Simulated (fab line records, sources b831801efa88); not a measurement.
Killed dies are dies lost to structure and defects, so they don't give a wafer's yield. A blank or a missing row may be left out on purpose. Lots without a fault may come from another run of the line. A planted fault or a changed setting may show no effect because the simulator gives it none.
Which tool did it? | flow gf180mcu | 7 lots, 21 wafers sampled, at 2 steps of a route of 602

WHAT THE GAUGES READ, wafer by wafer
GF_HV_LDD_TW_MEAS_11.
lot  | measured     | on            | HV_LDD_TW
L958 | day 10 08:31 | film_metro-01 | 2408 2404 2419
L962 | day 11 14:10 | film_metro-02 | 2420 2443 2430
L964 | day 12 04:09 | film_metro-04 | 2364 2358 2330
L966 | day 12 17:09 | film_metro-01 | 2315 2311 2320
L975 | day 15 14:08 | film_metro-01 | 2402 2403 2392
L977 | day 16 06:25 | film_metro-04 | 2431 2425 2424
L979 | day 16 15:45 | film_metro-04 | 2431 2434 2411

WHICH TOOL RAN EACH LOT (tool, then ch and the chambers of the sampled wafers, then the start)
lot  | GF_HV_LDD_IMPLANT_09
L958 | implanter-02 ch 0, day 10 08:16
L962 | implanter-02 ch 0, day 11 13:56
L964 | implanter-02 ch 0, day 12 03:54
L966 | implanter-02 ch 0, day 12 16:54
L975 | implanter-04 ch 0, day 15 13:55
L977 | implanter-02 ch 0, day 16 06:11
L979 | implanter-02 ch 0, day 16 15:31
- GF_HV_LDD_IMPLANT_09

THE ANSWER, worked out from the rows above alone
Rule: what is usual is taken from the lots themselves. Put in order of their means at a reading, lots are off if they are a third of the lots or fewer, leave a main group of 4 or more, and stand apart from it by a gap of 3 or more times the standard deviation of the main group's means; of several such gaps the widest counts. A main group whose means are all the same, to the digits that the tables above print for the reading, isn't used. A lot without any number at a reading at which 4 lots or more have one is off too. The other lots that the step has rows for count as sound.
Off: L964, L966, at GF_HV_LDD_TW_MEAS_11 (HV_LDD_TW). The main group: mean 2418, standard deviation 12.
A tool fits if, at a process step before that reading, it ran every lot that is off, and no sound lot after the first of them. The gauges at GF_HV_LDD_TW_MEAS_11 are tried like those tools. None of those tried fits.

WHAT THE SIMULATOR HAD PUT IN
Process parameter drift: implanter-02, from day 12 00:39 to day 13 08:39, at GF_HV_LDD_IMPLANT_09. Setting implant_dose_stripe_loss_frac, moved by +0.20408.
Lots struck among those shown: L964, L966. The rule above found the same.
